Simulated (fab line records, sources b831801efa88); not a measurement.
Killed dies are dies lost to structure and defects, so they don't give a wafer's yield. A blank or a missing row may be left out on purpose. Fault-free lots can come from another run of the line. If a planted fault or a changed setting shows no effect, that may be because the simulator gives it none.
Problem report in the 8D (eight disciplines) form, filled by code | flow sky130 | the parts of the form that need people (team, actions taken, sign-off) are left out

## 1. WHAT WENT WRONG
VT_ADJUST_NCORE_TW at SKY_VT_ADJUST_NCORE_TW_MEAS_11 reads a mean of 29.5 on 3 wafers of 1 lot; wafers without a fault read 217.7 with a standard deviation of 2. That puts it -94 standard deviations away from the usual mean.
First observed at day 12 18:50: wafer L617.1, on filmMetro-02. The record holds 39 wafers of 13 lots with a number at this step. By rule, "out" or "out of limits" means more than 4 standard deviations away from the usual mean. The rest of the wafers with a number are treated as sound.

## 2. WHAT THIS IS AND IS NOT
question                    | is                     | is not
which readings at this step | VT_ADJUST_NCORE_TW     | -
which lots                  | L617                   | L603, L604, L606, L607, L608, L609, L610, L611, L619, L623, L625, L626
which wafers of those lots  | all that have a number | -
read on which gauges        | filmMetro-02           | filmMetro-03, filmMetro-04
when                        | from day 12 18:50      | up to then (24 sound wafers); but 12 sound wafers of L619, L623, L625, L626 came after

## 3. WHAT RULES OUT EACH SUSPECT
Counting: a tool at a process step up to the reading stays a suspect if it ran every lot that is out and no sound lot after the first of them.
- the gauge at SKY_VT_ADJUST_NCORE_TW_MEAS_11 is ruled out. All the wafers that are out were read on filmMetro-02, but those of them that SKY_VT_ADJUST_LVTN_STRIP_20 has rows for are out there too, on other tools.
- plasmaAsher-02 at SKY_PWDE_STRIP_09 (strips in O2/N2): ruled out as a lasting fault. The sound lots L619, L623 went through it after L617, its earliest lot that is out (day 7 06:09).
- plasmaAsher-03 at SKY_NWELL_STRIP_14 (strips in O2/N2): ruled out as a lasting fault. The sound lots L619 went through it after L617, its earliest lot that is out (day 8 01:17).
- plasmaAsher-03 at SKY_NWELL_STRIP_25 (strips in O2/N2): ruled out as a lasting fault. The sound lots L625, L626 went through it after L617, its earliest lot that is out (day 8 21:59).
- plasmaAsher-02 at SKY_VT_ADJUST_LVTN_STRIP_20 (strips in O2/N2): kept. It ran the lot that is out, L617 (day 11 18:56), and no sound lot after that; its last sound lot up to then is L604 (day 8 14:43). Its own readings are out on those wafers: oesProductAu.
- plasmaAsher-03 at SKY_VT_ADJUST_NCORE_STRIP_10 (strips in O2/N2): ruled out as a lasting fault. The sound lots L619, L625 went through it after L617, its earliest lot that is out (day 12 18:44).
After counting, what remains is plasmaAsher-02 at SKY_VT_ADJUST_LVTN_STRIP_20.

## 4. THE CAUSE (what the simulator had put in)
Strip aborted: plasmaAsher-02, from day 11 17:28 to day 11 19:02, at SKY_VT_ADJUST_LVTN_STRIP_20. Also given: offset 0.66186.
The count eliminated every tool but this one.

## 5. SEQUENCE OF EFFECTS, ordered by route
Rows list readings where the struck wafers' mean (over those with a number) sits beyond 3 standard deviations from the usual. Only readings whose record carries a usual standard deviation are examined. hours: median over the lots of the time between each lot's start at the first step of this table that gives one and its start at this step. sigmas: the change, counted in usual standard deviations.
hours | step                           | reading              | usual      | on struck wafers | change | sigmas
0     | SKY_VT_ADJUST_LVTN_STRIP_20    | oesProductAu         | 0.715 a.u. | 0.929            | +0.214 | +47
24    | SKY_VT_ADJUST_NCORE_STRIP_10   | stripTimeToEndpointS | 14.18 s    | 21.08            | +6.90  | +99 or more
24    | SKY_VT_ADJUST_NCORE_TW_MEAS_11 | VT_ADJUST_NCORE_TW   | 217.7      | 29.5             | -188.2 | -94
Here are the process steps it includes:
- SKY_VT_ADJUST_LVTN_STRIP_20: strips in O2/N2.
- SKY_VT_ADJUST_NCORE_STRIP_10: strips in O2/N2.
Readings that are blank on the struck wafers while sound wafers have them: stripTimeToEndpointS at SKY_VT_ADJUST_LVTN_STRIP_20.

## 6. HOW IT WOULD HAVE BEEN CAUGHT EARLIER
Counted from the fault's start at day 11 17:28, it took 25 hours until the first out-of-limits reading at a measuring or inspecting step in this record, taken at day 12 18:50.
At SKY_VT_ADJUST_LVTN_STRIP_20, the tool's own readings (oesProductAu) were out on each struck wafer the step has a row for, so an alarm limit on them would have fired on the first such wafer.
By day 12 18:50 the whole set of lots that are out, 1 in number, had already begun SKY_VT_ADJUST_LVTN_STRIP_20 on plasmaAsher-02. Tool hold at that time: it would have spared none of them.
